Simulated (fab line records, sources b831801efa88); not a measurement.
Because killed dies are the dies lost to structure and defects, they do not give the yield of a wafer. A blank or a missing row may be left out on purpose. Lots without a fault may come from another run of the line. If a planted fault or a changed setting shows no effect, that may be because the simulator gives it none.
Which tool is to blame? | flow gf180mcu | Sampling: 6 lots, 18 wafers, 3 of 602 route steps

== WHAT THE GAUGES READ, wafer by wafer ==
GF_M3_RS_MEAS_05: measurement is done with a four-point probe.
lot  | measured     | on            | M3_ALCU_RS (ohm/sq)
L936 | day 21 03:47 | film-metro-01 | 0.0706 0.0704 0.0708
L939 | day 22 10:09 | film-metro-01 | 0.0699 0.0691 0.0703
L944 | day 24 08:36 | film-metro-01 | 0.0694 0.0705 0.0702
L948 | day 25 11:24 | film-metro-04 | 0.0706 0.0696 0.0688
L954 | day 27 11:53 | film-metro-04 | 0.0699 0.0696 0.0704
L958 | day 28 11:22 | film-metro-04 | 0.0708 0.0702 0.0699

== TOOL THAT RAN EACH LOT (tool first, then ch and the chambers of the sampled wafers, then the start) ==
lot  | GF_V2_ETCH_17                                 | GF_V2_STRIP_18
L936 | rie-diel-01 ch 1,2,3, day 21 02:18 or earlier | plasma-asher-03 ch 0,1, day 21 02:18
L939 | rie-diel-03 ch 0,1,2, day 22 08:42 or earlier | plasma-asher-01 ch 0,1, day 22 08:42
L944 | rie-diel-04 ch 0,2, day 24 06:07 or earlier   | plasma-asher-03 ch 1, day 24 06:07
L948 | rie-diel-03 ch 0,1,2, day 25 09:56 or earlier | plasma-asher-02 ch 0,1, day 25 09:56
L954 | rie-diel-01 ch 1,2, day 27 10:27 or earlier   | plasma-asher-01 ch 0,1, day 27 10:27
L958 | rie-diel-01 ch 1,2, day 28 09:27 or earlier   | plasma-asher-02 ch 0,1, day 28 09:27
- GF_V2_ETCH_17: etches SiO2 in C4F8/O2/Ar, stops on TiN, target depth 630 nm.
- GF_V2_STRIP_18: strips in O2/N2.

== THE ANSWER, worked out from the rows above alone ==
Rule: the usual values come from the lots themselves. The widest of any qualifying gaps counts: lots, ordered by their means at a reading, are off when they make up no more than a third of the lots, leave a main group of 4 or more, and stand apart from it by 3 or more times the standard deviation of that group's means. If all means in a main group match to the digits the tables above print for the reading, that group is not used. Also off: a lot with no number at a reading for which 4 or more lots have one. All remaining lots with rows at the step are treated as sound.
No lot is off at any reading shown: from this, nothing can be told.

== WHAT WAS PUT IN BY THE SIMULATOR ==
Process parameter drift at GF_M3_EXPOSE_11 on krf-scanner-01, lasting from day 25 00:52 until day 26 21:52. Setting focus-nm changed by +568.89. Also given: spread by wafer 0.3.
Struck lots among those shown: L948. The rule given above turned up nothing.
